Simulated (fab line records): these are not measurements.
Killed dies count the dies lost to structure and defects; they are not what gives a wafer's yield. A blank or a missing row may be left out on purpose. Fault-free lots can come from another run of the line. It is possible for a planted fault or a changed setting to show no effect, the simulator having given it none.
Chamber matching | flow sky130 | 3 sister chambers for SKY_PASSIVATION_CVD_02 on pecvd-04
The step deposits Si3N4, target thk 540 nm. 3 wafers are shown with their chamber, then 8 later ones without.

EACH WAFER AND ITS CHAMBER
wafer  | chamber | heater_power_w (W)
L082.6 | 1       | 778
L087.6 | 2       | 802
L091.1 | 0       | 730

WAFERS WITH NO CHAMBER GIVEN
wafer  | heater_power_w (W)
L091.3 | 743
L091.6 | 824
L095.1 | 808
L095.4 | 654
L095.5 | 840
L097.1 | 802
L097.3 | 659
L097.4 | 853

THE CHAMBER EACH PASSED THROUGH
wafer  | from the rows above          | in truth
L091.3 | can't be placed: 0 or 1 or 2 | 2
L091.6 | can't be placed: 2 or 1 or 0 | 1
L095.1 | can't be placed: 2 or 1 or 0 | 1
L095.4 | can't be placed: 0 or 1 or 2 | 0
L095.5 | can't be placed: 2 or 1 or 0 | 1
L097.1 | can't be placed: 2 or 1 or 0 | 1
L097.3 | can't be placed: 0 or 1 or 2 | 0
L097.4 | can't be placed: 2 or 1 or 0 | 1
Correct placement for 0 of the 8. Not placeable from these rows: 8 (in 8, the candidates include the true chamber). 0 placed wrongly.
How it was worked out, from the rows above alone: a wafer's distance from a chamber is the root of the sum, over the readings, of the square of ((its reading less the chamber's mean) divided by the reading's scatter). The wafer belongs to the nearest chamber; if the next one is less than 2 further off, it can't be placed. A chamber's mean is the mean of its shown wafers. The scatter (one wafer shown for each chamber): square how far every hidden wafer sits from the nearest shown wafer, average those squares and take the square root.
